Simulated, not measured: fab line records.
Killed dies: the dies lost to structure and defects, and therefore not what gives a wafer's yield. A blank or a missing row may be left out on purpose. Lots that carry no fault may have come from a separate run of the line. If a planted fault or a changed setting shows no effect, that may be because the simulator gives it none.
The tool behind it: which one? ; flow gf180mcu ; Sampling: 24 lots, 72 wafers, 6 of 602 route steps

WHAT THE GAUGES SHOWED, per wafer
GF_V4_BOW_MEAS_05.
lot;measured;on;V4_BOW (um)
L074;day 23 16:50;film metro-04;135 145 149
L075;day 24 04:44;film metro-02;141 131 140
L076;day 24 17:08;film metro-02;150 134 153
L077;day 25 05:02;film metro-02;154 156 153
L078;day 25 06:44;film metro-01;124 135 114
L079;day 25 10:41;film metro-04;148 143 151
L080;day 25 19:31;film metro-02;139 143 142
L082;day 26 06:16;film metro-02;143 144 137
L081;day 26 06:25;film metro-04;152 139 136
L084;day 26 23:31;film metro-01;136 133 137
L083;day 27 01:46;film metro-04;150 135 137
L085;day 27 07:29;film metro-04;137 124 148
L086;day 27 17:43;film metro-02;124 149 136
L087;day 27 19:34;film metro-04;131 138 142
L088;day 28 02:55;film metro-02;131 142 144
L089;day 28 10:33;film metro-02;136 136 139
L090;day 28 21:38;film metro-04;138 131 128
L091;day 29 02:50;film metro-01;138 145 139
L092;day 29 04:03;film metro-02;128 139 133
L093;day 29 14:13;film metro-02;132 147 144
L094;day 29 22:05;film metro-01;143 122 133
L095;day 29 22:07;film metro-02;130 121 130
L096;day 30 01:12;film metro-04;144 143 150
L097;day 30 02:26;film metro-01;129 121 130

GF_V4_RS_MEAS_24: uses a four-point probe to measure.
lot;measured;on;V4_W_RS (ohm/sq)
L074;day 24 15:51;film metro-04;0.330 0.329 0.320
L075;day 25 03:40;film metro-01;0.323 0.331 0.320
L076;day 25 15:08;film metro-04;0.323 0.331 0.329
L077;day 26 02:52;film metro-02;0.326 0.327 0.321
L078;day 26 04:52;film metro-02;0.331 0.328 0.330
L079;day 26 09:12;film metro-04;0.333 0.324 0.322
L080;day 26 17:20;film metro-04;0.331 0.329 0.333
L082;day 27 03:34;film metro-02;0.326 0.329 0.327
L081;day 27 03:55;film metro-04;0.331 0.327 0.333
L084;day 27 20:20;film metro-01;0.331 0.325 0.328
L083;day 27 23:03;film metro-01;0.333 0.329 0.327
L085;day 28 04:29;film metro-02;0.325 0.328 0.328
L086;day 28 14:33;film metro-04;0.327 0.329 0.328
L087;day 28 16:43;film metro-02;0.329 0.329 0.330
L088;day 28 23:15;film metro-01;0.325 0.332 0.330
L089;day 29 06:44;film metro-01;0.328 0.330 0.324
L090;day 29 17:25;film metro-01;0.331 0.328 0.329
L091;day 29 23:19;film metro-01;0.330 0.330 0.328
L092;day 30 00:23;film metro-01;0.324 0.322 0.326
L093;day 30 10:22;film metro-02;0.326 0.326 0.326
L094;day 30 18:05;film metro-02;0.330 0.329 0.332
L095;day 30 17:41;film metro-04;0.329 0.325 0.328
L096;day 30 20:37;film metro-01;0.330 0.329 0.328
L097;day 30 22:14;film metro-02;0.327 0.327 0.328

EACH LOT AND THE TOOL THAT RAN IT (in order: tool; ch and the chambers of the sampled wafers; start)
lot;GF_V2_CMP_04;GF_M4_METAL_ETCH_16;GF_V4_ETCH_17;GF_V4_SPUTTER_22
L074;cmp-01 ch 0,2,3, day 19 12:34;rie metal-04 ch 0,1, day 23 15:35;rie diel-02 ch 0,3, day 24 15:40 or earlier;pvd sputter-03, day 24 15:40
L075;cmp-01 ch 0,1,2, day 20 02:23;rie metal-04 ch 0,1, day 24 03:29;rie diel-03 ch 0,1,2, day 25 03:31 or earlier;pvd sputter-03, day 25 03:31
L076;cmp-02 ch 0,2,3, day 20 14:44;rie metal-01 ch 0,1, day 24 15:53;rie diel-03 ch 0,2,3, day 25 14:59 or earlier;pvd sputter-01, day 25 14:59
L077;cmp-01 ch 0,3, day 21 03:41;rie metal-04 ch 0,1, day 25 03:24;rie diel-03 ch 0,1,2, day 26 02:43 or earlier;pvd sputter-02, day 26 02:43
L078;cmp-02 ch 0,1,3, day 21 05:14;rie metal-02 ch 0,1, day 25 05:03;rie diel-02 ch 0,1,2, day 26 04:43 or earlier;pvd sputter-02, day 26 04:43
L079;cmp-02 ch 0,1,2, day 21 09:53;rie metal-01 ch 0,1, day 25 09:26;rie diel-03 ch 0,1,3, day 26 09:03 or earlier;pvd sputter-03, day 26 09:03
L080;cmp-01 ch 2,3, day 21 20:31;rie metal-02 ch 0,1, day 25 18:18;rie diel-03 ch 0,2,3, day 26 17:09 or earlier;pvd sputter-02, day 26 17:09
L082;cmp-02 ch 0,1, day 22 07:32;rie metal-01 ch 0,1, day 26 05:00;rie diel-03 ch 0,3, day 27 03:25 or earlier;pvd sputter-03, day 27 03:25
L081;cmp-02 ch 0,1,2, day 22 08:07;rie metal-04 ch 0,1, day 26 05:02;rie diel-02 ch 0,3, day 27 03:46 or earlier;pvd sputter-01, day 27 03:46
L084;cmp-01 ch 0,1,2, day 23 03:04;rie metal-02 ch 0,1, day 26 22:12;rie diel-02 ch 0,1,3, day 27 20:07 or earlier;pvd sputter-01, day 27 20:07
L083;cmp-01 ch 0,1,2, day 23 03:25;rie metal-04 ch 0,1, day 27 00:12;rie diel-03 ch 0,2,3, day 27 22:52 or earlier;pvd sputter-03, day 27 22:52
L085;cmp-01 ch 1,3, day 23 12:37;rie metal-04 ch 0,1, day 27 06:14;rie diel-02 ch 1,3, day 28 04:13 or earlier;pvd sputter-02, day 28 04:13
L086;cmp-01 ch 0,1,2, day 23 22:26;rie metal-01 ch 0,1, day 27 16:29;rie diel-03 ch 0,2,3, day 28 14:22 or earlier;pvd sputter-01, day 28 14:22
L087;cmp-02 ch 1,2, day 24 01:19;rie metal-02 ch 0,1, day 27 18:19;rie diel-02 ch 0,3, day 28 16:30 or earlier;pvd sputter-01, day 28 16:30
L088;cmp-01 ch 0,2,3, day 24 08:56;rie metal-01 ch 0, day 28 01:41;rie diel-02 ch 0,1,3, day 28 22:59 or earlier;pvd sputter-01, day 28 22:59
L089;cmp-01 ch 0,3, day 24 18:31;rie metal-02 ch 0,1, day 28 09:17;rie diel-01 ch 2,3, day 29 06:28 or earlier;pvd sputter-01, day 29 06:28
L090;cmp-01 ch 0,1,2, day 25 06:14;rie metal-04 ch 0,1, day 28 20:20;rie diel-01 ch 0,2,3, day 29 17:13 or earlier;pvd sputter-02, day 29 17:13
L091;cmp-01 ch 1,2, day 25 11:57;rie metal-01 ch 0,1, day 29 01:30;rie diel-02 ch 1,2,3, day 29 23:10 or earlier;pvd sputter-01, day 29 23:10
L092;cmp-01 ch 0,1, day 25 13:44;rie metal-04 ch 0,1, day 29 02:48;rie diel-03 ch 1,3, day 30 00:13 or earlier;pvd sputter-03, day 30 00:13
L093;cmp-02 ch 0,1,3, day 26 00:39;rie metal-01 ch 0,1, day 29 12:57;rie diel-01 ch 0,1,2, day 30 10:10 or earlier;pvd sputter-03, day 30 10:10
L094;cmp-01 ch 1,2,3, day 26 07:57;rie metal-01 ch 0,1, day 29 20:50;rie diel-01 ch 2,3, day 30 17:56 or earlier;pvd sputter-02, day 30 17:56
L095;cmp-01 ch 1,2, day 26 09:28;rie metal-04 ch 0,1, day 29 20:54;rie diel-02 ch 2,3, day 30 17:30 or earlier;pvd sputter-03, day 30 17:30
L096;cmp-02 ch 1,2, day 26 12:47;rie metal-01 ch 0,1, day 29 23:56;rie diel-02 ch 0,2,3, day 30 20:28 or earlier;pvd sputter-01, day 30 20:28
L097;cmp-02 ch 2,3, day 26 13:57;rie metal-04 ch 0,1, day 30 01:11;rie diel-03 ch 0,1,3, day 30 22:01 or earlier;pvd sputter-02, day 30 22:01
- GF_V2_CMP_04: polishes SiO2.
- GF_M4_METAL_ETCH_16: etches the open film in Cl2/BCl3, stops on SiO2, target depth 750.8 nm, time 125.1 s.
- GF_V4_ETCH_17: etches SiO2 in C4F8/O2/Ar, stops on TiN, target depth 630 nm.
- GF_V4_SPUTTER_22: material TiN, target thk 10 nm, time 40 s.

AS READ BY THE TOOLS THEMSELVES (means over the sampled wafers that have a number; for cases with no such wafer, the mark the record gives instead)
GF_V2_CMP_04.
lot;tool;motor current A (A);platen rpm (rpm);slurry flow ml min;time to endpoint s (s)
L074;cmp-01;11.8;59.98;150.0;82
L075;cmp-01;11.4;60.02;150.3;75
L076;cmp-02;12.0;60.02;150.0;82
L077;cmp-01;10.8;60.00;150.0;80
L078;cmp-02;11.0;59.98;149.6;83
L079;cmp-02;12.2;59.97;149.8;86
L080;cmp-01;12.6;60.00;149.7;80
L082;cmp-02;11.8;59.99;149.8;85
L081;cmp-02;12.3;59.98;150.1;81
L084;cmp-01;11.6;59.96;150.3;75
L083;cmp-01;11.8;60.01;150.4;77
L085;cmp-01;11.6;60.01;150.2;80
L086;cmp-01;12.1;60.00;150.1;79
L087;cmp-02;12.5;60.00;150.2;78
L088;cmp-01;11.9;60.00;150.1;78
L089;cmp-01;11.4;60.03;150.3;82
L090;cmp-01;11.8;60.03;150.3;86
L091;cmp-01;12.0;60.01;149.4;75
L092;cmp-01;11.6;59.99;150.6;85
L093;cmp-02;11.1;60.03;150.1;87
L094;cmp-01;12.1;59.97;149.9;79
L095;cmp-01;13.0;59.98;150.2;77
L096;cmp-02;11.8;60.03;150.2;80
L097;cmp-02;10.6;59.97;149.7;91

GF_M4_METAL_ETCH_16.
lot;tool;drypump motor current A (A);oes product au (a.u.);throttle valve pct (%)
L074;rie metal-04;5.93;0.990;28.229
L075;rie metal-04;5.94;0.993;28.225
L076;rie metal-01;5.60;0.996;28.223
L077;rie metal-04;5.89;0.986;28.234
L078;rie metal-02;5.39;0.987;28.235
L079;rie metal-01;5.73;0.979;28.248
L080;rie metal-02;5.40;0.993;28.227
L082;rie metal-01;5.60;0.994;28.220
L081;rie metal-04;5.97;0.984;28.239
L084;rie metal-02;5.38;0.991;28.241
L083;rie metal-04;5.94;0.993;28.221
L085;rie metal-04;5.94;0.981;28.232
L086;rie metal-01;5.59;0.993;28.229
L087;rie metal-02;5.42;0.991;28.228
L088;rie metal-01;5.43;0.992;28.220
L089;rie metal-02;5.43;0.987;28.227
L090;rie metal-04;5.94;0.991;28.227
L091;rie metal-01;5.73;0.990;28.239
L092;rie metal-04;5.94;0.983;28.235
L093;rie metal-01;5.59;0.989;28.230
L094;rie metal-01;5.61;0.990;28.231
L095;rie metal-04;5.92;0.987;28.232
L096;rie metal-01;5.73;0.986;28.243
L097;rie metal-04;5.91;0.982;28.250

GF_V4_ETCH_17.
lot;tool;oes product au (a.u.)
L074;rie diel-02;0.859
L075;rie diel-03;0.862
L076;rie diel-03;0.857
L077;rie diel-03;0.857
L078;rie diel-02;0.858
L079;rie diel-03;0.860
L080;rie diel-03;0.854
L082;rie diel-03;0.860
L081;rie diel-02;0.855
L084;rie diel-02;0.855
L083;rie diel-03;0.858
L085;rie diel-02;0.857
L086;rie diel-03;0.859
L087;rie diel-02;0.856
L088;rie diel-02;0.857
L089;rie diel-01;0.854
L090;rie diel-01;0.855
L091;rie diel-02;0.862
L092;rie diel-03;0.857
L093;rie diel-01;0.857
L094;rie diel-01;0.857
L095;rie diel-02;0.854
L096;rie diel-02;0.854
L097;rie diel-03;0.855

GF_V4_SPUTTER_22.
lot;tool;throttle valve pct (%)
L074;pvd sputter-03;29.4
L075;pvd sputter-03;29.3
L076;pvd sputter-01;30.4
L077;pvd sputter-02;31.0
L078;pvd sputter-02;31.0
L079;pvd sputter-03;29.5
L080;pvd sputter-02;31.7
L082;pvd sputter-03;28.9
L081;pvd sputter-01;30.7
L084;pvd sputter-01;29.8
L083;pvd sputter-03;28.9
L085;pvd sputter-02;30.9
L086;pvd sputter-01;30.4
L087;pvd sputter-01;30.0
L088;pvd sputter-01;29.8
L089;pvd sputter-01;30.0
L090;pvd sputter-02;31.7
L091;pvd sputter-01;30.3
L092;pvd sputter-03;29.4
L093;pvd sputter-03;29.3
L094;pvd sputter-02;31.4
L095;pvd sputter-03;29.0
L096;pvd sputter-01;29.9
L097;pvd sputter-02;30.9

THE ANSWER, worked out from the rows above alone
Rule: what is usual is taken from the lots themselves. The widest of any qualifying gaps counts: lots, ordered by their means at a reading, are off when they make up no more than a third of the lots, leave a main group of 4 or more, and stand apart from it by 3 or more times the standard deviation of that group's means. A main group is skipped when, at the precision printed for the reading in the tables above, its means are all equal. A lot without any number at a reading at which 4 lots or more have one is off too. Any other lot the step has rows for is counted as sound. First the gauges in route order, then the tools' own readings, where a lot's mean is used as printed above. The first step at which some lot is off is used, and at that step the reading that is off furthest; a lot without a number counts as furthest.
Nothing can be told from this: no lot is off at any reading shown.

WHAT THE SIMULATOR HAD PUT IN
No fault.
